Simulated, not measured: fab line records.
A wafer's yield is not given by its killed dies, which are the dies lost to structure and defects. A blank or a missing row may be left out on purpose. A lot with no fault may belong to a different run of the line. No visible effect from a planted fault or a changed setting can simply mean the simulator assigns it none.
Comparing a struck lot with a sound one	flow gf180mcu	16 steps out of a route of 602
Sound: these wafers, L815.1, L815.2, L815.6. The struck wafers were L821.1, L821.4, L821.5. The cause comes at the end.
For every step that has rows: the tool of each side, followed by ch and its chambers, followed by its first start. Under that, the readings that differ: sound wafers	struck wafers	difference of the means	sigmas: that difference in standard deviations of wafers without a fault.
alike: readings with means less than 2 such deviations apart, plus words and numbers identical on both sides. not compared: withheld readings, readings lacking a value on some wafer, bounds such as >300 that could conceal the same value, and numbers that have no deviation in the record and whose values overlap.
A row with sigmas, a row that says differs or no value, or rows on one side alone: a step with any of these is where the two part. Numbers that have no deviation but don't overlap get no sigmas and don't part them. A reading missing from all wafers of one side parts the sides only when that side holds two or more wafers.

first, 6 steps without rows for these wafers: GF_M1_HMDS_08 (prime time 60 s); GF_M1_COAT_09 (resist thk 1000 nm); GF_M1_SOFTBAKE_10 (time 60 s); GF_M1_EXPOSE_11 (exposes mask Metal1, target cd 230 nm); GF_M1_PEB_12 (peb time 90 s); GF_M1_DEVELOP_13 (develop time 60 s).
GF_M1_CD_MEAS_14: the cd target is 230 nm.
  sound on cdSem-02 at day 17 05:56; struck on cdSem-01 at day 20 01:41
  alike: cdNm
GF_M1_OVL_MEAS_15:
  sound on overlay-01 at day 17 06:04; struck on overlay-01 at day 20 01:48
  alike: M1_OVL
GF_M1_METAL_ETCH_16: etches the open film in Cl2/BCl3, stops on SiO2, target depth 750.8 nm, time 125.1 s.
  sound on rieMetal-04 ch 0,1, day 17 06:05; struck on rieMetal-02 ch 0,1, day 20 01:50
  alike: drypumpMotorCurrentA, oesProductAu, rfFwdPowerW, throttleValvePct
  not compared: rfHoursCounterH
GF_M1_STRIP_17: strips in O2/N2.
  sound on plasmaAsher-04 ch 0,1, day 17 06:13; struck on plasmaAsher-01 ch 0,1, day 20 01:58
  alike: drypumpMotorCurrentA, heaterPowerW, oesProductAu, stripTimeToEndpointS
  not compared: rfHoursCounterH
then, 2 steps without rows for these wafers: GF_M1_STRIP_18 (strips in post etch residue remover, time 1200 s); GF_M1_CLEAN_19 (cleans in DIW).
GF_V1_CVD_00: deposits SiO2, target thk 600 nm, time 100 s.
  sound on hdpcvd-02 ch 0,1, day 17 06:45; struck on hdpcvd-02 ch 1,2, day 20 02:30
reading	sound	struck	difference	sigmas
sih4FlowSccm (sccm)	60.01 59.90 59.76	48.18 48.21 48.09	-11.73	-65
model.SiO2_of_V1_CVD_00.thkNm (nm)	604.3 611.6 605.3	477.7 483.2 472.7	-129.2	
GF_V1_THK_MEAS_01:
  sound on filmMetro-02 at day 17 06:52; struck on filmMetro-01 at day 20 02:35
reading	sound	struck	difference	sigmas
V1_CVD_00_THK (nm)	605 612 606	478 483 473	-130	-16
GF_V1_CVD_02: deposits SiO2 from TEOS, target thk 850 nm, time 94.851 s.
  sound on pecvd-03 ch 0,1,2, day 17 06:55; struck on pecvd-03 ch 0,2, day 20 02:38
  alike: heaterPowerW, rfFwdPowerW
GF_PASSIVATION_PROBE_99:
  sound wafers here have rows in the record (prober-01, day 29 11:23); struck ones have none

WHERE THEY PART
Earliest at GF_V1_CVD_00; latest, in this record, at GF_PASSIVATION_PROBE_99.

WHY: the cause the simulator had injected
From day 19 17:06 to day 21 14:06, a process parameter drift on hdpcvd-02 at GF_V1_CVD_00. A move of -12 in setting sih4FlowSccm, from 60. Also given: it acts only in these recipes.
